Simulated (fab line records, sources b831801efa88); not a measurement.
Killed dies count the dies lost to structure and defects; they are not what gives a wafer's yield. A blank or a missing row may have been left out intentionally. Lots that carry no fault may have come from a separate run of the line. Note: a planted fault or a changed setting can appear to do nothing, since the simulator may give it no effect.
One fault through the eyes of 2 desks ; flow gf180mcu ; only its own numbers are on each desk; what lay behind them is given at the end

== METROLOGY DESK ==
What the gauges read, lot by lot, whatever tool the lot ran on: means of the sampled wafers that have a number. A lot is out of limits, marked OUT, if its mean lies more than 4 standard deviations from the usual mean; the brackets give that distance. Of its 10 readings 7 are shown: those that lie furthest out on some lot.
Columns: A = HV_LDD_TW at GF_HV_LDD_TW_MEAS_11, usual 2424; B = cd-nm at GF_HV_LDD_CD_MEAS_19, usual 400.3 nm; C = HV_LDD_2_TW at GF_HV_LDD_TW_MEAS_23, usual 1060; D = HV_LDD_3_TW at GF_HV_LDD_TW_MEAS_38, usual 1443; E = cd-nm at GF_HV_LDD_CD_MEAS_46, usual 400.1 nm; F = HV_LDD_03_OVL at GF_HV_LDD_OVL_MEAS_47, usual -0.2 nm; G = HV_LDD_4_TW at GF_HV_LDD_TW_MEAS_50, usual 574
lot;first seen here;A;B;C;D;E;F;G
L613;day 9 20:44;2432;400.7;1067;1437;399.9;0.4;573
L614;day 10 02:08;2430;401.2;1065;1446;398.7;-3.6;572
L619;day 11 20:02;2412;401.1;1050;1450;402.4;-1.3;567
L620;day 12 03:08;2399;402.4;1050;1462;399.8;-2.0;567
L622;day 13 12:25;2392;396.8;1062;1454;400.4;-0.6;582
L629;day 15 00:30;2443;396.9;1069;1461;395.8;-0.1;578
L631;day 15 14:56;2395;398.9;1061;1451;402.0;-0.3;577
This desk's verdict: no lot among the 7 shows anything out of limits.

== TOOL OWNER'S DESK, implanter-04 ==
GF_HV_LDD_IMPLANT_21, tool's own readings: per-lot mean of the sampled wafers with a number, covering each lot this tool ran. A lot is out of limits, marked OUT, if its mean lies more than 4 standard deviations from the usual mean; the brackets give that distance.
Columns: A = tilt-deg at GF_HV_LDD_IMPLANT_21, usual 7.005 degrees
lot;first seen here;A
L614;day 10 19:47;6.985
L619;day 12 15:34;7.020
L620;day 12 22:29;7.018
L622;day 14 09:12;6.994
L631;day 16 13:39;6.990
This desk's verdict: no lot among the 5 shows anything out of limits.

== TAKEN TOGETHER ==
The metrology desk saw nothing out of limits.
The desk of the tool owner found nothing out of limits.

== WHAT THE SIMULATOR HAD PUT IN ==
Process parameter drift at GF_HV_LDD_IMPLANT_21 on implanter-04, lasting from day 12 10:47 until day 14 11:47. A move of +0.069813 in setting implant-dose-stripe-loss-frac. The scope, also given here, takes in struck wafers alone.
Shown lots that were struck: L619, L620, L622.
